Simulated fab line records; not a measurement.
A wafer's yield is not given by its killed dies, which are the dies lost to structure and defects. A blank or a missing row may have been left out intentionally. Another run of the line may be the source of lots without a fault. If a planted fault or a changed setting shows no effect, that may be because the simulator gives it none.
fab line records	flow sky130
record: lots: 24	wafers: 72	last-day: 50
route steps=708 shown NWELL@78 POLY_GATE@235 CONTACT@424 METAL2@483 PAD_OPEN@707
lots that met no fault: from a run of the same line without faults
start-h: hours from the record's opening day to when the first of the lot's shown wafers began	wait-h: time in hours since the lot's previous step	" same as the row above	L1.1+2: a single row standing in for several wafers	- no value, or no start was given	* or withheld: withheld	< > ~ a bound
route shown NAME@n: a module of which the file shows steps, and the number in the route of the first	usual: mean/standard deviation of fault-free wafers	same: alike in all rows	chamber/n: place in a boat	sites: each site's reading	_std_site: standard deviation of those values	_edge_site: mean of outer sites minus mean of inner sites	radius-mm: how far each site lies from the wafer's centre	mask NAME#n: copy n	behind: the tool/chamber that last shaped the wafer	hold: reason for holding the lot/hours on hold/outcome of the hold	device: the n, p or np transistor that did not switch	end of line: the route-end tests of the same wafers	a step without rows: its recipe alone	killed: dies that structure and defects cost at the first sort, which is not the same as the wafer's yield	map: dies across one wafer; x = killed, . = not, _ = none there
set.NAME: the setting as run; set.NAME@STEP: as run at that earlier step	model.NAME: the simulator's own value behind a step, which no gauge read
the route's steps for a sample of lots (tables are steps, rows are wafers)
services: the hour from which a tool's chamber was out of use, counted from the record's first day as start-h (under 0 if before that day), plus the number of hours and why
== steps ==
step: SKY_NWELL_STRIP_25
recipe: chemistry: O2/N2	power-w: 1400	pressure-mtorr: 1500	platen-temp-c: withheld	o2-flow-sccm: 3000	n2-flow-sccm: 300	overash-fraction: 0.5
usual: chamber-pressure-mTorr: 1499.9/1.4	drypump-motor-current-A: 6.0/0.54	oes-product-au: 0.723/0.0043	strip-time-to-endpoint-s: 36.93/0.1
lot.wafer	tool	chamber	start-h	wait-h	chamber-pressure-mTorr	drypump-motor-current-A	oes-product-au	rf-hours-counter-h	strip-time-to-endpoint-s
L074.3	plasma-asher-02	1	108.70	0.1	1498.5	6.5	0.725	-	36.93
L074.5	"	1	"	"	1499.0	6.6	0.727	-	36.86
L074.6	"	0	"	"	1500.8	5.2	0.723	-	36.87
L075.3	plasma-asher-02	1	110.55	0.1	1496.6	6.5	0.719	-	36.78
L075.5	"	1	"	"	1501.5	6.5	0.721	-	36.72
L075.6	"	0	"	"	1500.9	5.2	0.723	-	36.72
L076.2	plasma-asher-01	0	116.57	0.1	1499.8	5.8	0.731	45	36.96
L076.4	"	1	"	"	1498.6	6.5	0.729	-	36.99
L076.6	"	0	"	"	1499.7	5.8	0.723	-	37.00
L077.1	plasma-asher-01	0	118.41	0.1	1499.3	5.8	0.720	45	37.03
L077.4	"	0	"	"	1499.7	5.8	0.729	-	36.89
L077.5	"	1	"	"	1499.8	6.5	0.716	-	37.02
L078.1	plasma-asher-02	1	123.67	0.1	1504.2	6.6	0.719	45	36.71
L078.4	"	0	"	"	1498.6	5.2	0.715	-	36.87
L078.5	"	1	"	"	1498.7	6.6	0.724	-	36.85
L079.2	plasma-asher-01	1	133.46	0.1	1498.7	6.5	0.726	47	36.86
L079.5	"	0	"	"	1500.1	5.8	0.723	-	36.99
L079.6	"	1	"	"	1498.5	6.5	0.729	-	37.02
L080.1	plasma-asher-02	1	134.32	0.1	1499.5	6.6	0.718	47	36.97
L080.3	"	1	"	"	1499.6	6.5	0.724	-	36.97
L080.4	"	0	"	"	1497.3	5.2	0.731	-	36.94
L081.3	plasma-asher-04	0	137.79	0.1	1499.8	6.5	0.717	-	36.94
L081.4	"	1	"	"	1501.1	5.3	0.726	-	36.94
L081.6	"	1	"	"	1499.1	5.3	0.720	-	36.94
L082.3	plasma-asher-01	0	143.64	0.1	1500.4	5.8	0.720	-	36.94
L082.4	"	1	"	"	1497.3	6.5	0.727	-	36.90
L082.6	"	1	"	"	1501.1	6.5	0.723	-	36.89
L083.1	plasma-asher-01	0	153.17	0.1	1500.1	5.8	0.715	48	37.11
L083.2	"	1	"	"	1500.3	6.5	0.727	48	37.13
L083.4	"	0	"	"	1500.8	5.8	0.724	-	37.13
L084.1	plasma-asher-04	1	159.22	0.1	1497.2	5.4	0.725	4	37.05
L084.2	"	0	"	"	1500.4	6.5	0.720	4	37.00
L084.4	"	0	"	"	1500.9	6.5	0.721	-	36.93
L085.1	plasma-asher-02	0	165.62	0.1	1501.0	5.2	0.716	50	37.00
L085.4	"	1	"	"	1500.2	6.6	0.731	-	37.01
L085.5	"	0	"	"	1499.3	5.2	0.724	-	36.97
L086.2	plasma-asher-04	0	171.87	0.1	1500.7	6.4	0.717	5	37.18
L086.4	"	1	"	"	1499.8	5.4	0.724	-	36.99
L086.5	"	0	"	"	1500.5	6.5	0.721	-	37.17
L087.1	plasma-asher-01	0	177.22	0.1	1497.5	5.8	0.726	50	36.95
L087.3	"	1	"	"	1502.9	6.5	0.720	-	36.98
L087.5	"	0	"	"	1499.3	5.8	0.720	-	36.92
L088.1	plasma-asher-02	1	182.47	0.1	1499.7	6.6	0.723	51	36.79
L088.3	"	0	"	"	1498.7	5.2	0.714	-	36.78
L088.4	"	1	"	"	1500.2	6.6	0.725	-	36.82
L089.1	plasma-asher-04	1	186.76	0.1	1501.0	5.4	0.722	6	36.92
L089.4	"	0	"	"	1498.8	6.5	0.717	-	37.12
L089.5	"	1	"	"	1501.6	5.3	0.731	-	36.92
L090.1	plasma-asher-01	1	192.22	0.1	1499.1	6.5	0.730	52	36.93
L090.4	"	0	"	"	1500.6	5.8	0.720	-	36.93
L090.5	"	1	"	"	1499.5	6.5	0.719	-	37.02
L091.2	plasma-asher-01	1	202.56	0.1	1497.9	6.5	0.718	53	36.90
L091.3	"	0	"	"	1500.3	5.8	0.726	-	36.99
L091.4	"	1	"	"	1499.1	6.5	0.723	-	36.89
L092.4	plasma-asher-01	1	211.69	0.1	1497.5	6.5	0.724	-	36.98
L092.5	"	1	"	"	1500.9	6.5	0.723	-	37.01
L092.6	"	0	"	"	1502.1	5.8	0.727	-	36.97
L097.1	plasma-asher-02	1	253.16	0.1	1500.0	6.5	0.728	58	36.96
L097.2	"	0	"	"	1499.7	5.2	0.720	58	36.96
L097.4	"	0	"	"	1501.0	5.2	0.723	-	37.01
L094.3	plasma-asher-04	0	253.54	0.1	1497.8	6.5	0.716	-	36.88
L094.4	"	1	"	"	1502.0	5.3	0.726	-	36.93
L094.6	"	1	"	"	1499.6	5.3	0.726	-	36.83
L095.1	plasma-asher-04	0	254.16	0.1	1503.5	6.5	0.727	13	36.98
L095.3	"	1	"	"	1499.8	5.4	0.724	-	36.90
L095.6	"	1	"	"	1501.3	5.3	0.725	-	36.92
L096.2	plasma-asher-01	1	254.51	0.1	1498.6	6.4	0.721	58	36.94
L096.3	"	0	"	"	1500.1	5.8	0.717	-	36.81
L096.4	"	1	"	"	1498.1	6.5	0.722	-	36.89
L093.2	plasma-asher-02	0	255.52	0.1	1499.7	5.2	0.721	58	36.74
L093.5	"	1	"	"	1499.4	6.6	0.726	-	36.78
L093.6	"	0	"	"	1498.1	5.2	0.725	-	36.75
step: SKY_POLY_GATE_THK_MEAS_21
recipe: reads: SiO2_of_POLY_GATE_OXIDATION_20
usual: POLY_GATE_OXIDATION_THK: 4.00/0.076
lot.wafer	tool	chamber	start-h	wait-h	POLY_GATE_OXIDATION_THK[nm]
L074.3	film-metro-04	-	365.40	0.0	4.03
L074.5	"	-	"	"	3.97
L074.6	"	-	"	"	3.98
L075.3	film-metro-04	-	370.76	0.1	4.08
L075.5	"	-	"	"	4.08
L075.6	"	-	"	"	4.05
L076.2	film-metro-04	-	376.36	0.0	3.93
L076.4	"	-	"	"	3.98
L076.6	"	-	"	"	3.91
L077.1	film-metro-03	-	387.88	0.0	4.13
L077.4	"	-	"	"	4.15
L077.5	"	-	"	"	4.15
L078.1	film-metro-03	-	394.94	0.0	4.03
L078.4	"	-	"	"	4.01
L078.5	"	-	"	"	3.99
L079.2	film-metro-04	-	414.18	0.0	4.01
L079.5	"	-	"	"	4.02
L079.6	"	-	"	"	3.96
L080.1	film-metro-04	-	414.51	0.0	3.86
L080.3	"	-	"	"	3.94
L080.4	"	-	"	"	3.89
L081.3	film-metro-04	-	423.62	0.0	4.00
L081.4	"	-	"	"	3.93
L081.6	"	-	"	"	3.86
L082.3	film-metro-04	-	430.84	0.0	3.97
L082.4	"	-	"	"	4.12
L082.6	"	-	"	"	3.99
L083.1	film-metro-03	-	446.41	0.0	4.06
L083.2	"	-	"	"	3.93
L083.4	"	-	"	"	3.99
L084.1	film-metro-04	-	462.30	0.0	4.09
L084.2	"	-	"	"	3.91
L084.4	"	-	"	"	4.05
L085.1	film-metro-02	-	462.30	0.0	3.97
L085.4	"	-	"	"	3.95
L085.5	"	-	"	"	4.01
L086.2	film-metro-04	-	470.46	0.0	3.98
L086.4	"	-	"	"	3.94
L086.5	"	-	"	"	3.95
L087.1	film-metro-04	-	477.02	0.0	3.97
L087.3	"	-	"	"	4.05
L087.5	"	-	"	"	3.95
L088.1	film-metro-02	-	487.51	0.0	4.05
L088.3	"	-	"	"	4.03
L088.4	"	-	"	"	4.00
L089.1	film-metro-04	-	496.32	0.0	3.90
L089.4	"	-	"	"	3.85
L089.5	"	-	"	"	3.90
L090.1	film-metro-03	-	501.11	0.0	4.00
L090.4	"	-	"	"	4.06
L090.5	"	-	"	"	3.96
L091.2	film-metro-02	-	517.65	0.0	4.00
L091.3	"	-	"	"	3.95
L091.4	"	-	"	"	3.99
L092.4	film-metro-03	-	533.09	0.0	3.90
L092.5	"	-	"	"	3.94
L092.6	"	-	"	"	3.98
L097.1	film-metro-03	-	578.62	0.0	4.10
L097.2	"	-	"	"	4.05
L097.4	"	-	"	"	4.22
L094.3	film-metro-04	-	579.52	0.0	3.91
L094.4	"	-	"	"	3.96
L094.6	"	-	"	"	3.99
L095.1	film-metro-04	-	581.05	0.0	4.11
L095.3	"	-	"	"	4.21
L095.6	"	-	"	"	4.11
L093.2	film-metro-04	-	582.76	0.0	4.05
L093.5	"	-	"	"	4.03
L093.6	"	-	"	"	3.96
L096.2	film-metro-02	-	586.63	0.0	4.05
L096.3	"	-	"	"	4.00
L096.4	"	-	"	"	4.03
step: SKY_CONTACT_ETCH_18
recipe: target: Si3N4	chemistry: CHF3/O2	stop-on: TiN	source-w: 600	bias-w: 200	pressure-mtorr: 40	chf3-flow-sccm: 50	O2_flow_sccm: 5	time-s: 39	target-depth-a: 750
usual: chamber-pressure-mTorr: 40.00/0.038	chf3-flow-sccm: 50.00/0.14	drypump-motor-current-A: 5.7/0.34	oes-product-au: 0.852/0.0093	throttle-valve-pct: 8.793/0.0093
lot.wafer	tool	chamber	start-h	wait-h	chamber-pressure-mTorr	chf3-flow-sccm	drypump-motor-current-A	oes-product-au	rf-hours-counter-h	throttle-valve-pct
L074.3	rie-diel-04	2	-	-	40.00	50.07	6.0	0.853	14	8.791
L074.5	"	2	"	"	40.03	50.00	6.0	0.869	-	8.795
L074.6	"	1	"	"	40.00	50.01	5.7	0.855	-	8.796
L075.3	rie-diel-03	3	-	-	40.01	49.92	5.8	0.836	5	8.788
L075.5	"	0	"	"	39.96	50.16	5.7	0.857	-	8.809
L075.6	"	3	"	"	40.03	49.93	5.7	0.859	-	8.799
L076.2	rie-diel-04	0	-	-	40.00	50.12	5.7	0.851	6	8.789
L076.4	"	3	"	"	39.97	50.05	5.5	0.864	13	8.797
L076.6	"	2	"	"	39.99	49.94	6.0	0.867	-	8.782
L077.1	rie-diel-03	3	-	-	40.01	49.94	5.7	0.836	5	8.787
L077.4	"	1	"	"	40.02	50.05	6.3	0.846	10	8.797
L077.5	"	0	"	"	39.99	49.91	5.7	0.855	-	8.779
L078.1	rie-diel-02	2	-	-	39.98	50.13	5.7	0.842	12	8.789
L078.4	"	3	"	"	39.93	50.14	5.0	0.862	16	8.792
L078.5	"	0	"	"	40.02	49.96	5.5	0.849	-	8.785
L079.2	rie-diel-03	3	-	-	39.96	49.93	5.8	0.838	6	8.800
L079.5	"	2	"	"	39.95	49.85	5.7	0.852	-	8.795
L079.6	"	1	"	"	40.06	50.03	6.3	0.854	-	8.788
L080.1	rie-diel-03	2	-	-	40.02	49.98	5.8	0.848	14	8.794
L080.3	"	0	"	"	40.04	50.07	5.7	0.838	6	8.768
L080.4	"	1	"	"	39.95	49.91	6.3	0.857	10	8.771
L081.3	rie-diel-04	0	-	-	40.00	50.03	5.8	0.853	7	8.772
L081.4	"	3	"	"	40.00	49.86	5.5	0.860	15	8.795
L081.6	"	2	"	"	39.99	50.11	6.0	0.854	-	8.780
L082.3	rie-diel-03	3	-	-	40.00	49.99	5.7	0.827	6	8.787
L082.4	"	0	"	"	39.92	49.90	5.7	0.852	7	8.800
L082.6	"	3	"	"	39.99	50.07	5.8	0.838	-	8.799
L083.1	rie-diel-02	0	-	-	39.95	49.96	5.5	0.861	22	8.774
L083.2	"	2	"	"	39.97	49.97	5.7	0.850	13	8.785
L083.4	"	3	"	"	40.03	50.10	5.0	0.847	17	8.802
L084.1	rie-diel-04	3	-	-	40.00	50.03	5.5	0.841	16	8.788
L084.2	"	1	"	"	39.99	50.02	5.7	0.846	20	8.797
L084.4	"	0	"	"	40.00	49.97	5.7	0.854	8	8.778
L085.1	rie-diel-02	0	-	-	39.95	49.96	5.5	0.857	22	8.786
L085.4	"	3	"	"	40.02	49.97	5.0	0.857	17	8.793
L085.5	"	2	"	"	40.11	50.42	5.7	0.867	-	8.786
L086.2	rie-diel-02	1	-	-	39.96	49.73	6.3	0.862	19	8.791
L086.4	"	0	"	"	40.04	50.33	5.5	0.869	22	8.791
L086.5	"	1	"	"	40.03	49.89	6.3	0.850	-	8.797
L087.1	rie-diel-02	0	-	-	40.02	49.86	5.5	0.847	22	8.805
L087.3	"	1	"	"	39.98	49.62	6.3	0.844	19	8.787
L087.5	"	2	"	"	40.00	50.03	5.7	0.856	-	8.797
L088.1	rie-diel-04	3	-	-	39.99	50.21	5.5	0.852	17	8.806
L088.3	"	0	"	"	39.98	50.04	5.7	0.852	9	8.795
L088.4	"	2	"	"	39.97	49.78	6.0	0.863	18	8.792
L089.1	rie-diel-04	1	-	-	39.98	50.05	5.7	0.850	21	8.790
L089.4	"	3	"	"	39.98	49.94	5.5	0.855	17	8.777
L089.5	"	0	"	"	39.96	49.71	5.7	0.840	-	8.783
L090.1	rie-diel-03	2	-	-	40.06	49.89	5.7	0.856	17	8.782
L090.4	"	0	"	"	40.07	50.01	5.7	0.860	9	8.799
L090.5	"	3	"	"	39.99	50.00	5.7	0.859	-	8.799
L091.2	rie-diel-04	2	-	-	39.98	50.06	6.0	0.856	18	8.803
L091.3	"	1	"	"	40.06	49.69	5.7	0.851	22	8.784
L091.4	"	3	"	"	40.02	50.10	5.5	0.870	17	8.801
L092.4	rie-diel-02	1	-	-	40.00	50.09	6.3	0.856	-	8.805
L092.5	"	2	"	"	40.01	50.04	5.7	0.869	-	8.790
L092.6	"	3	"	"	39.93	50.16	5.0	0.851	-	8.797
L094.3	rie-diel-02	2	-	-	39.98	50.00	5.7	0.851	17	8.781
L094.4	"	1	"	"	39.94	50.17	6.3	0.863	23	8.812
L094.6	"	3	"	"	40.00	50.18	5.0	0.848	-	8.787
L097.1	rie-diel-04	1	-	-	39.99	49.90	5.7	0.834	24	8.803
L097.2	"	2	"	"	40.08	50.11	6.0	0.856	20	8.809
L097.4	"	3	"	"	40.02	49.71	5.5	0.856	-	8.792
L095.1	rie-diel-02	0	-	-	39.97	50.10	5.6	0.852	1	8.789
L095.3	"	1	"	"	40.00	50.02	6.2	0.851	23	8.784
L095.6	"	0	"	"	39.99	50.03	5.6	0.859	-	8.795
L093.2	rie-diel-04	1	-	-	40.03	49.95	5.7	0.829	24	8.789
L093.5	"	2	"	"	40.03	50.04	6.0	0.846	-	8.797
L093.6	"	1	"	"	39.98	49.74	5.7	0.858	-	8.788
L096.2	rie-diel-02	2	-	-	39.93	49.80	5.7	0.840	17	8.790
L096.3	"	0	"	"	40.02	49.87	5.5	0.833	1	8.776
L096.4	"	1	"	"	40.00	49.77	6.3	0.859	23	8.789
step: SKY_CONTACT_THK_MEAS_26
recipe: thk-meas-gauge: xrf	reads: W_of_CONTACT_CVD_24
usual: CONTACT_W_THK: 335/7.6
lot.wafer	tool	chamber	start-h	wait-h	CONTACT_W_THK[nm]
L074.3	film-metro-01	-	728.96	0.1	343
L074.5	"	-	"	"	343
L074.6	"	-	"	"	342
L075.3	film-metro-01	-	735.62	0.1	342
L075.5	"	-	"	"	341
L075.6	"	-	"	"	342
L076.2	film-metro-01	-	739.04	0.1	340
L076.4	"	-	"	"	344
L076.6	"	-	"	"	344
L077.1	film-metro-04	-	751.79	0.1	339
L077.4	"	-	"	"	329
L077.5	"	-	"	"	327
L078.1	film-metro-04	-	758.04	0.1	329
L078.4	"	-	"	"	328
L078.5	"	-	"	"	331
L079.2	film-metro-04	-	772.28	0.1	337
L079.5	"	-	"	"	330
L079.6	"	-	"	"	339
L080.1	film-metro-03	-	775.92	0.1	346
L080.3	"	-	"	"	344
L080.4	"	-	"	"	332
L081.3	film-metro-03	-	783.85	0.1	334
L081.4	"	-	"	"	343
L081.6	"	-	"	"	334
L082.3	film-metro-01	-	790.95	0.1	344
L082.4	"	-	"	"	348
L082.6	"	-	"	"	344
L083.1	film-metro-04	-	805.28	0.1	330
L083.2	"	-	"	"	333
L083.4	"	-	"	"	334
L084.1	film-metro-04	-	813.91	0.1	341
L084.2	"	-	"	"	332
L084.4	"	-	"	"	328
L085.1	film-metro-03	-	815.29	0.1	324
L085.4	"	-	"	"	322
L085.5	"	-	"	"	331
L086.2	film-metro-01	-	823.55	0.1	349
L086.4	"	-	"	"	357
L086.5	"	-	"	"	345
L087.1	film-metro-01	-	826.91	0.1	335
L087.3	"	-	"	"	340
L087.5	"	-	"	"	347
L088.1	film-metro-01	-	837.24	0.1	337
L088.3	"	-	"	"	337
L088.4	"	-	"	"	339
L089.1	film-metro-04	-	846.90	0.1	327
L089.4	"	-	"	"	333
L089.5	"	-	"	"	323
L090.1	film-metro-04	-	853.44	0.1	338
L090.4	"	-	"	"	335
L090.5	"	-	"	"	328
L091.2	film-metro-03	-	862.75	0.1	328
L091.3	"	-	"	"	332
L091.4	"	-	"	"	336
L092.4	film-metro-03	-	876.47	0.1	337
L092.5	"	-	"	"	328
L092.6	"	-	"	"	335
L094.3	film-metro-03	-	916.70	0.1	333
L094.4	"	-	"	"	326
L094.6	"	-	"	"	331
L097.1	film-metro-04	-	917.06	0.1	332
L097.2	"	-	"	"	337
L097.4	"	-	"	"	332
L095.1	film-metro-04	-	918.39	0.1	330
L095.3	"	-	"	"	324
L095.6	"	-	"	"	326
L093.2	film-metro-03	-	920.46	0.1	324
L093.5	"	-	"	"	329
L093.6	"	-	"	"	321
L096.2	film-metro-04	-	924.05	0.1	330
L096.3	"	-	"	"	322
L096.4	"	-	"	"	332
step: SKY_METAL2_SPUTTER_00
recipe: material: Ti	target-thk-nm: 15	power-w: 3000	time-s: 10	chamber-pressure-pa: 0.4
usual: throttle-valve-pct: 30.2/0.67
lot.wafer	tool	chamber	start-h	wait-h	throttle-valve-pct
L074.3	pvd-sputter-04	-	785.96	0.2	30.8
L074.5	"	-	"	"	30.6
L074.6	"	-	"	"	31.0
L075.3	pvd-sputter-04	-	793.40	0.1	31.0
L075.5	"	-	"	"	30.7
L075.6	"	-	"	"	30.9
L076.2	pvd-sputter-03	-	796.50	0.1	30.0
L076.4	"	-	"	"	29.9
L076.6	"	-	"	"	29.6
L077.1	pvd-sputter-04	-	809.14	0.2	30.5
L077.4	"	-	"	"	30.7
L077.5	"	-	"	"	29.6
L078.1	pvd-sputter-03	-	815.28	0.1	30.2
L078.4	"	-	"	"	29.6
L078.5	"	-	"	"	29.7
L079.2	pvd-sputter-02	-	829.20	0.2	29.2
L079.5	"	-	"	"	30.6
L079.6	"	-	"	"	28.8
L080.1	pvd-sputter-04	-	832.65	0.2	30.7
L080.3	"	-	"	"	29.4
L080.4	"	-	"	"	30.9
L081.3	pvd-sputter-04	-	840.34	0.1	30.9
L081.4	"	-	"	"	30.9
L081.6	"	-	"	"	29.6
L082.3	pvd-sputter-03	-	846.04	0.1	30.0
L082.4	"	-	"	"	30.5
L082.6	"	-	"	"	30.3
L083.1	pvd-sputter-03	-	861.19	0.1	30.0
L083.2	"	-	"	"	30.8
L083.4	"	-	"	"	30.4
L084.1	pvd-sputter-04	-	870.51	0.1	30.7
L084.2	"	-	"	"	30.6
L084.4	"	-	"	"	30.7
L085.1	pvd-sputter-03	-	871.89	0.1	30.5
L085.4	"	-	"	"	30.2
L085.5	"	-	"	"	30.0
L086.2	pvd-sputter-03	-	879.24	0.1	29.6
L086.4	"	-	"	"	29.8
L086.5	"	-	"	"	29.6
L087.1	pvd-sputter-03	-	883.46	0.1	29.6
L087.3	"	-	"	"	29.9
L087.5	"	-	"	"	30.1
L088.1	pvd-sputter-04	-	892.97	0.1	29.3
L088.3	"	-	"	"	30.8
L088.4	"	-	"	"	30.6
L089.1	pvd-sputter-02	-	901.85	0.1	31.3
L089.4	"	-	"	"	30.8
L089.5	"	-	"	"	29.5
L090.1	pvd-sputter-04	-	908.71	0.2	30.6
L090.4	"	-	"	"	31.1
L090.5	"	-	"	"	30.8
L091.2	pvd-sputter-02	-	917.06	0.1	28.9
L091.3	"	-	"	"	30.8
L091.4	"	-	"	"	31.3
L092.4	pvd-sputter-03	-	929.46	0.2	30.0
L092.5	"	-	"	"	29.6
L092.6	"	-	"	"	29.9
L094.3	pvd-sputter-04	-	970.37	0.2	30.6
L094.4	"	-	"	"	30.8
L094.6	"	-	"	"	30.9
L097.1	pvd-sputter-02	-	970.71	0.1	29.6
L097.2	"	-	"	"	30.5
L097.4	"	-	"	"	28.9
L095.1	pvd-sputter-02	-	972.23	0.2	29.2
L095.3	"	-	"	"	31.5
L095.6	"	-	"	"	31.3
L093.2	pvd-sputter-02	-	973.66	0.1	30.6
L093.5	"	-	"	"	29.5
L093.6	"	-	"	"	29.0
L096.2	pvd-sputter-04	-	977.01	0.2	31.0
L096.3	"	-	"	"	30.6
L096.4	"	-	"	"	30.7
step: SKY_PAD_OPEN_BOW_MEAS_13
recipe: mode: bow
usual: PAD_OPEN_BOW: 47/8.7
lot.wafer	tool	chamber	start-h	wait-h	PAD_OPEN_BOW[um]
L074.3	film-metro-01	-	1067.90	-	44
L074.5	"	-	"	"	51
L074.6	"	-	"	"	52
L075.3	film-metro-01	-	1074.24	-	48
L075.5	"	-	"	"	53
L075.6	"	-	"	"	42
L076.2	film-metro-01	-	1077.60	-	44
L076.4	"	-	"	"	43
L076.6	"	-	"	"	42
L077.1	film-metro-02	-	1087.49	-	39
L077.4	"	-	"	"	52
L077.5	"	-	"	"	44
L078.1	film-metro-02	-	1090.75	-	32
L078.4	"	-	"	"	41
L078.5	"	-	"	"	26
L079.2	film-metro-01	-	1102.40	-	46
L079.5	"	-	"	"	45
L079.6	"	-	"	"	43
L080.1	film-metro-01	-	1103.57	-	48
L080.3	"	-	"	"	67
L080.4	"	-	"	"	44
L081.3	film-metro-02	-	1110.78	-	50
L081.4	"	-	"	"	51
L081.6	"	-	"	"	48
L082.3	film-metro-01	-	1115.52	-	51
L082.4	"	-	"	"	51
L082.6	"	-	"	"	62
L083.1	film-metro-02	-	1126.73	-	46
L083.2	"	-	"	"	33
L083.4	"	-	"	"	43
L084.1	film-metro-01	-	1134.21	-	64
L084.2	"	-	"	"	70
L084.4	"	-	"	"	60
L085.1	film-metro-02	-	1135.47	-	50
L085.4	"	-	"	"	41
L085.5	"	-	"	"	58
L086.2	film-metro-01	-	1141.02	-	56
L086.4	"	-	"	"	50
L086.5	"	-	"	"	48
L087.1	film-metro-02	-	1142.08	-	42
L087.3	"	-	"	"	38
L087.5	"	-	"	"	58
L088.1	film-metro-02	-	1151.29	-	48
L088.3	"	-	"	"	47
L088.4	"	-	"	"	34
L089.1	film-metro-01	-	1157.80	-	44
L089.4	"	-	"	"	53
L089.5	"	-	"	"	43
L090.1	film-metro-01	-	1161.58	-	57
L090.4	"	-	"	"	53
L090.5	"	-	"	"	57
L091.2	film-metro-04	-	1165.11	-	54
L091.3	"	-	"	"	44
L091.4	"	-	"	"	32
L092.4	film-metro-02	-	1176.14	-	52
L092.5	"	-	"	"	67
L092.6	"	-	"	"	49
L094.3	film-metro-04	-	1200.88	-	43
L094.4	"	-	"	"	51
L094.6	"	-	"	"	50
L097.1	film-metro-02	-	1201.69	-	49
L097.2	"	-	"	"	58
L097.4	"	-	"	"	53
L095.1	film-metro-01	-	1203.57	-	43
L095.3	"	-	"	"	48
L095.6	"	-	"	"	26
L093.2	film-metro-04	-	1204.46	-	28
L093.5	"	-	"	"	35
L093.6	"	-	"	"	29
L096.2	film-metro-04	-	1208.65	-	31
L096.3	"	-	"	"	41
L096.4	"	-	"	"	43
== services ==
tool	chamber	start-h	hours	kind
plasma-asher-01	-	101.14	1.3	repair
pvd-sputter-04	-	106.03	0.6	repair
pvd-sputter-04	-	120.46	1.9	repair
plasma-asher-01	-	157.31	2.8	pm
pvd-sputter-04	-	199.14	2.9	repair
pvd-sputter-04	-	199.15	2.1	repair
rie-diel-02	-	217.87	2.4	repair
rie-diel-04	1	233.36	11.4	repair
pvd-sputter-04	-	259.22	6.0	repair
pvd-sputter-04	-	275.42	3.8	repair
pvd-sputter-04	-	296.63	0.8	repair
rie-diel-04	1	300.38	2.2	repair
rie-diel-02	2	312.31	10.0	repair
rie-diel-04	3	339.84	4.3	repair
plasma-asher-01	-	345.93	9.1	repair
pvd-sputter-04	-	346.18	3.2	repair
pvd-sputter-04	-	390.52	3.3	repair
pvd-sputter-04	-	495.06	3.5	repair
plasma-asher-01	-	622.87	0.7	repair
pvd-sputter-04	-	634.36	1.7	repair
pvd-sputter-04	-	670.41	0.5	repair
plasma-asher-01	-	733.75	9.0	pm
pvd-sputter-04	-	848.46	4.0	repair
pvd-sputter-04	-	848.78	3.6	repair
== key ==
fault none
